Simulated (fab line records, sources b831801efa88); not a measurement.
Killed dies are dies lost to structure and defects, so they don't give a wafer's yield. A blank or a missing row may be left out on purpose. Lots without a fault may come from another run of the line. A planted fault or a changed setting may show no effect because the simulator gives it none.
fab line records | flow gf180mcu
record lots=6 wafers=18 last_day=34
route steps=602 shown V3@439
lots that met no fault: from a run of the same line without faults
start_h: hours from the record's first day to the start of the lot's first wafer shown | wait_h: hours since the lot's step before | " the same as in the row above | L1.1+2: a row that stands for several wafers | - no value, or no start given | * or withheld: withheld | < > ~ a bound
route shown NAME@n: a module of which the file shows steps, and the number in the route of the first | usual: mean/standard deviation of fault-free wafers | same: alike in all rows | chamber/n: place in a boat | sites: the reading at each site | _std_site: their standard deviation | _edge_site: outer sites' mean less inner sites' | radius_mm: how far each site lies from the wafer's centre | mask NAME#n: copy n | behind: the tool/chamber that last shaped the wafer | hold: why the lot was held/for how many hours/how that ended | device: the transistor (n, p or np) that didn't switch | end of line: the same wafers' tests at the end of the route | a step without rows: its recipe alone | killed: dies lost to structure and defects at the first sort, not the wafer's yield | map: a wafer's dies, x killed, . not, _ none there
set.NAME: the setting as run; set.NAME@STEP: as run at that earlier step | model.NAME: the simulator's own value behind a step, which no gauge read
lots at some steps of the route; a table a step, a row a wafer
services: from which hour (start_h, from the record's first day; less than 0 if before it) a tool's chamber was out of use, for how many hours, and why
## steps
# step GF_V3_SOFTBAKE_10
# recipe temp_c=130 time_s=60 resist=KrF
# step GF_V3_EXPOSE_11
# recipe mask_id=Via3 target_cd_nm=260 na=0.68 source_shape=conventional sigma_outer=0.6 dose_mj=38
# step GF_V3_PEB_12
# recipe peb_temp_c=135 peb_time_s=90 resist=KrF
# step GF_V3_DEVELOP_13
# recipe develop_time_s=60 resist=KrF dev_temp_c=21
# step GF_V3_CD_MEAS_14
# recipe target_cd_nm=260
# usual cd_nm=259.4/1.1
# columns lot.wafer tool chamber start_h wait_h cd_nm
L652.1 cd_sem-02 - 568.79 0.1 259.6
L652.3 " - " " 259.8
L652.4 " - " " 258.4
L655.3 cd_sem-02 - 586.69 0.1 257.8
L655.4 " - " " 258.4
L655.6 " - " " 258.2
L656.2 cd_sem-02 - 597.46 0.1 261.8
L656.4 " - " " 261.1
L656.6 " - " " 260.8
L662.1 cd_sem-01 - 638.58 0.1 259.4
L662.2 " - " " 261.3
L662.4 " - " " 260.4
L663.2 cd_sem-02 - 648.67 0.1 258.3
L663.3 " - " " 259.3
L663.5 " - " " 259.9
L668.1 cd_sem-01 - 686.23 0.1 257.8
L668.5 " - " " 258.7
L668.6 " - " " 258.3
# step GF_V3_OVL_MEAS_15
# usual V3_OVL=-3/4.9
# columns lot.wafer tool chamber start_h wait_h V3_OVL[nm]
L652.1 overlay-02 - 568.91 0.1 3
L652.3 " - " " 7
L652.4 " - " " -5
L655.3 overlay-02 - 586.78 0.1 -2
L655.4 " - " " -7
L655.6 " - " " -9
L656.2 overlay-01 - 597.56 0.1 -3
L656.4 " - " " -6
L656.6 " - " " 1
L662.1 overlay-02 - 638.70 0.1 -6
L662.2 " - " " -2
L662.4 " - " " -4
L663.2 overlay-02 - 648.77 0.1 6
L663.3 " - " " 3
L663.5 " - " " 2
L668.1 overlay-01 - 686.35 0.1 -7
L668.5 " - " " -6
L668.6 " - " " -5
# step GF_V3_ETCH_16
# recipe chemistry=N2/H2 target_depth_a=withheld overetch_a=withheld time_s=withheld target=BARC ion_energy_ev=200 source_w=500 bias_w=100 pressure_mtorr=30 n2_flow_sccm=100 h2_flow_sccm=200
# usual drypump_motor_current_A=5.7/0.34 oes_product_au=0.856/0.0047 throttle_valve_pct=13.225/0.0095
# columns lot.wafer tool chamber start_h wait_h drypump_motor_current_A oes_product_au throttle_valve_pct
L652.1 rie_diel-04 3 568.94 0.0 5.8 0.860 13.231
L652.3 " 1 " " 5.9 0.850 13.228
L652.4 " 1 " " 5.9 0.852 13.228
L655.3 rie_diel-03 3 586.80 0.0 6.1 0.853 13.234
L655.4 " 1 " " 5.8 0.852 13.235
L655.6 " 1 " " 5.8 0.853 13.236
L656.2 rie_diel-02 0 597.59 0.0 5.5 0.843 13.209
L656.4 " 3 " " 5.8 0.852 13.224
L656.6 " 2 " " 5.4 0.851 13.222
L662.1 rie_diel-04 1 638.74 0.0 5.9 0.849 13.212
L662.2 " 2 " " 5.4 0.860 13.216
L662.4 " 3 " " 5.8 0.846 13.221
L663.2 rie_diel-04 1 648.80 0.0 5.9 0.862 13.215
L663.3 " 3 " " 5.7 0.851 13.227
L663.5 " 2 " " 5.4 0.846 13.221
L668.1 rie_diel-04 1 686.39 0.0 5.9 0.851 13.228
L668.5 " 2 " " 5.4 0.856 13.222
L668.6 " 3 " " 5.7 0.853 13.217
# step GF_V3_ETCH_17
# recipe chemistry=C4F8/O2/Ar mask_material=KrF target=SiO2 stop_on=TiN source_w=1500 bias_w=1200 pressure_mtorr=40 c4f8_flow_sccm=withheld O2_flow_sccm=6 Ar_flow_sccm=300 time_s=withheld target_depth_a=6350
# usual oes_product_au=0.856/0.0047
# columns lot.wafer tool chamber start_h wait_h oes_product_au
L652.1 rie_diel-04 3 - - 0.859
L652.3 " 1 " " 0.863
L652.4 " 1 " " 0.854
L655.3 rie_diel-03 3 - - 0.860
L655.4 " 1 " " 0.857
L655.6 " 1 " " 0.854
L656.2 rie_diel-02 0 - - 0.861
L656.4 " 3 " " 0.858
L656.6 " 2 " " 0.856
L662.1 rie_diel-04 1 - - 0.859
L662.2 " 2 " " 0.862
L662.4 " 3 " " 0.853
L663.2 rie_diel-04 1 - - 0.850
L663.3 " 3 " " 0.856
L663.5 " 2 " " 0.857
L668.1 rie_diel-04 1 - - 0.847
L668.5 " 2 " " 0.852
L668.6 " 3 " " 0.854
# step GF_V3_STRIP_18
# recipe chemistry=O2/N2 power_w=1400 pressure_mtorr=1500 platen_temp_c=250 o2_flow_sccm=3000 n2_flow_sccm=300 overash_fraction=0.5
# usual drypump_motor_current_A=5.9/0.4 heater_power_w=328/8.5 oes_product_au=0.593/0.0052 platen_temp_c=249.99/0.19
# columns lot.wafer tool chamber start_h wait_h drypump_motor_current_A heater_power_w oes_product_au platen_temp_c rf_hours_counter_h
L652.1 plasma_asher-03 1 569.07 - 5.6 332 0.587 249.96 16
L652.3 " 0 " " 6.1 320 0.599 249.85 -
L652.4 " 1 " " 5.6 328 0.591 249.84 -
L655.3 plasma_asher-04 1 586.97 - 6.6 337 0.586 250.00 -
L655.4 " 0 " " 5.9 332 0.591 249.97 -
L655.6 " 1 " " 6.6 326 0.588 250.17 -
L656.2 plasma_asher-04 1 597.72 - 6.6 333 0.600 250.17 48
L656.4 " 1 " " 6.6 334 0.592 250.27 -
L656.6 " 0 " " 6.0 326 0.597 250.16 -
L662.1 plasma_asher-04 1 638.87 - 6.6 334 0.588 249.84 53
L662.2 " 0 " " 5.9 325 0.601 250.05 53
L662.4 " 0 " " 6.0 322 0.580 250.07 -
L663.2 plasma_asher-03 1 648.93 - 5.6 333 0.589 249.92 24
L663.3 " 1 " " 5.6 325 0.590 250.10 -
L663.5 " 0 " " 6.1 324 0.592 249.61 -
L668.1 plasma_asher-04 0 686.52 - 5.9 318 0.593 250.01 58
L668.5 " 1 " " 6.6 324 0.593 250.03 -
L668.6 " 0 " " 5.9 331 0.588 250.07 -
# step GF_V3_STRIP_19
# recipe chemistry=post_etch_residue_remover time_s=1200 temp_c=72.5
# step GF_V3_CLEAN_20
# recipe chemistry=DIW dry=n2_spin
# step GF_V3_SPUTTER_21
# recipe material=Ti target_thk_nm=15 chamber_pressure_pa=5 power_w=2500 substrate_temp_c=200 time_s=80.02
# usual cathode_dc_power_W=2500.0/0.5 throttle_valve_pct=29.7/0.84
# columns lot.wafer tool chamber start_h wait_h cathode_dc_power_W throttle_valve_pct
L652.1 pvd_sputter-02 - 569.63 0.0 2500.2 30.2
L652.3 " - " " 2499.9 29.6
L652.4 " - " " 2499.9 27.8
L655.3 pvd_sputter-01 - 587.47 0.0 2499.9 30.6
L655.4 " - " " 2498.9 29.0
L655.6 " - " " 2499.8 30.5
L656.2 pvd_sputter-01 - 598.25 0.0 2500.2 29.1
L656.4 " - " " 2500.9 29.1
L656.6 " - " " 2501.1 30.1
L662.1 pvd_sputter-04 - 639.43 0.0 2499.8 30.0
L662.2 " - " " 2499.7 30.6
L662.4 " - " " 2500.7 30.5
L663.2 pvd_sputter-04 - 649.51 0.0 2500.0 29.6
L663.3 " - " " 2499.5 30.7
L663.5 " - " " 2499.4 30.6
L668.1 pvd_sputter-01 - 687.05 0.0 2500.9 30.4
L668.5 " - " " 2500.0 30.6
L668.6 " - " " 2500.1 29.2
# step GF_V3_SPUTTER_22
# recipe material=TiN target_thk_nm=10 chamber_pressure_pa=5 power_w=4000 time_s=40
# usual cathode_dc_power_W=4000.0/0.71 throttle_valve_pct=29.7/0.85
# columns lot.wafer tool chamber start_h wait_h cathode_dc_power_W throttle_valve_pct model.TiN_of_V3_SPUTTER_22.thk_nm
L652.1 pvd_sputter-02 - 569.70 0.0 3999.6 29.8 10.28
L652.3 " - " " 4000.0 29.9 10.04
L652.4 " - " " 3999.2 27.6 9.856
L655.3 pvd_sputter-01 - 587.53 0.0 4402.0 30.4 11.25
L655.4 " - " " 4400.7 29.0 11.05
L655.6 " - " " 4400.6 30.4 11.16
L656.2 pvd_sputter-01 - 598.31 0.0 4402.0 28.8 10.64
L656.4 " - " " 4402.1 29.1 10.63
L656.6 " - " " 4401.2 30.4 10.91
L662.1 pvd_sputter-04 - 639.49 0.0 4000.4 29.6 9.787
L662.2 " - " " 4000.7 30.3 10.07
L662.4 " - " " 4000.6 30.6 10.15
L663.2 pvd_sputter-04 - 649.57 0.0 3998.9 29.9 9.97
L663.3 " - " " 4001.1 30.5 9.9
L663.5 " - " " 4000.6 30.6 10.11
L668.1 pvd_sputter-01 - 687.11 0.0 4000.5 30.4 10.08
L668.5 " - " " 3999.8 30.6 10.09
L668.6 " - " " 3999.5 29.1 9.747
# step GF_V3_CVD_23
# recipe material=W target_thk_nm=350 time_s=104.9 temp_c=400 pressure_torr=40
# usual heater_power_w=866/69
# columns lot.wafer tool chamber start_h wait_h heater_power_w
L652.1 cvd_w-01 1 569.73 0.0 909
L652.3 " 1 " " 940
L652.4 " 0 " " 763
L655.3 cvd_w-01 0 587.60 0.1 783
L655.4 " 1 " " 928
L655.6 " 0 " " 779
L656.2 cvd_w-02 0 598.35 0.0 833
L656.4 " 0 " " 830
L656.6 " 1 " " 952
L662.1 cvd_w-02 0 639.53 0.0 842
L662.2 " 1 " " 965
L662.4 " 1 " " 947
L663.2 cvd_w-02 0 649.61 0.0 832
L663.3 " 0 " " 850
L663.5 " 1 " " 944
L668.1 cvd_w-01 1 687.15 0.0 931
L668.5 " 0 " " 799
L668.6 " 1 " " 924
## services
# columns tool chamber start_h hours kind
rie_diel-04 0 549.75 - clean
rie_diel-04 0 549.75 22.5 scheduled_down
rie_diel-04 0 549.75 22.5 vent_cycle
rie_diel-04 3 556.80 5.1 repair
rie_diel-02 3 557.15 10.5 repair
rie_diel-03 - 568.00 1.3 repair
plasma_asher-04 - 568.46 2.8 pm
pvd_sputter-04 - 572.58 6.7 repair
rie_diel-02 2 576.02 5.0 repair
pvd_sputter-02 - 584.77 2.3 repair
pvd_sputter-04 - 592.20 2.5 repair
plasma_asher-03 - 605.83 3.7 repair
cvd_w-01 - 607.68 2.8 pm
rie_diel-03 1 612.93 - clean
rie_diel-03 1 612.93 20.5 scheduled_down
rie_diel-03 1 612.93 20.5 vent_cycle
rie_diel-03 3 633.42 - clean
rie_diel-03 3 633.42 14.4 scheduled_down
rie_diel-03 3 633.42 14.4 vent_cycle
rie_diel-02 3 648.75 - clean
pvd_sputter-01 3 673.58 - consumable_replace:kit
pvd_sputter-01 3 673.58 18.0 scheduled_down
pvd_sputter-01 3 673.58 18.0 vent_cycle
cvd_w-02 - 677.15 1.7 repair
## key
first_sign step=GF_V3_SPUTTER_22 reading=cathode_dc_power_W direction=up sigmas=99+ usual=4000.0 struck=4401.5
effect none on later readings
model_effect step=GF_V3_SPUTTER_22 value=TiN_of_V3_SPUTTER_22.thk_nm without=9.937 struck=10.94
met_at GF_V3_SPUTTER_22
struck_wafers L655.3,L655.4,L655.6,L656.2,L656.4,L656.6
fault kind=process_parameter_drift tool=pvd_sputter-01 chamber=- onset_h=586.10 steps=GF_V3_SPUTTER_22 channel=power_w offset=401.48 shape=step end_h=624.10 acts_in=these_recipes_only stated=4000
